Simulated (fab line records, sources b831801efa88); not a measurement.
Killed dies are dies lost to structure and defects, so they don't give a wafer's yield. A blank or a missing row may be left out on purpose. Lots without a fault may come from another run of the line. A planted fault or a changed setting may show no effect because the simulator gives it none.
One fault seen from 2 desks | flow sky130 | each desk has only its own numbers; what lay behind them comes last

THE TOOL OWNER'S DESK: pvd_sputter-01
The tool's own readings at SKY_VIA3_SPUTTER_20 (material TiN, target thk 20 nm, time 80 s): means of the sampled wafers that have a number, for each lot that ran on this tool. A lot is out of limits, marked OUT, if its mean lies more than 4 standard deviations from the usual mean; the brackets give that distance.
Columns: A = throttle_valve_pct at SKY_VIA3_SPUTTER_20, usual 29.7 %
lot  | first seen here | A
L114 | day 41 14:19    | 29.1
L117 | day 42 08:08    | 29.8
L125 | day 44 13:10    | 29.8
L127 | day 45 04:31    | 29.3
This desk's finding: nothing out of limits on any of the 4 lots.

THE METROLOGY DESK
What the gauges read, lot by lot, whatever tool the lot ran on: means of the sampled wafers that have a number. A lot is out of limits, marked OUT, if its mean lies more than 4 standard deviations from the usual mean; the brackets give that distance.
Columns: A = cd_nm at SKY_VIA3_CD_MEAS_12, usual 200.3 nm; B = VIA3_OVL at SKY_VIA3_OVL_MEAS_13, usual -1 nm
lot  | first seen here | A     | B
L110 | day 40 11:13    | 200.4 | -3
L114 | day 41 13:02    | 203.1 | 7
L115 | day 42 00:29    | 198.8 | 5
L117 | day 42 07:16    | 201.4 | 0
L125 | day 44 12:17    | 199.9 | 0
L127 | day 45 03:43    | 197.9 | -1
This desk's finding: nothing out of limits on any of the 6 lots.

PUT TOGETHER
The tool owner's desk saw nothing out of limits.
The metrology desk saw nothing out of limits.

WHAT THE SIMULATOR HAD PUT IN
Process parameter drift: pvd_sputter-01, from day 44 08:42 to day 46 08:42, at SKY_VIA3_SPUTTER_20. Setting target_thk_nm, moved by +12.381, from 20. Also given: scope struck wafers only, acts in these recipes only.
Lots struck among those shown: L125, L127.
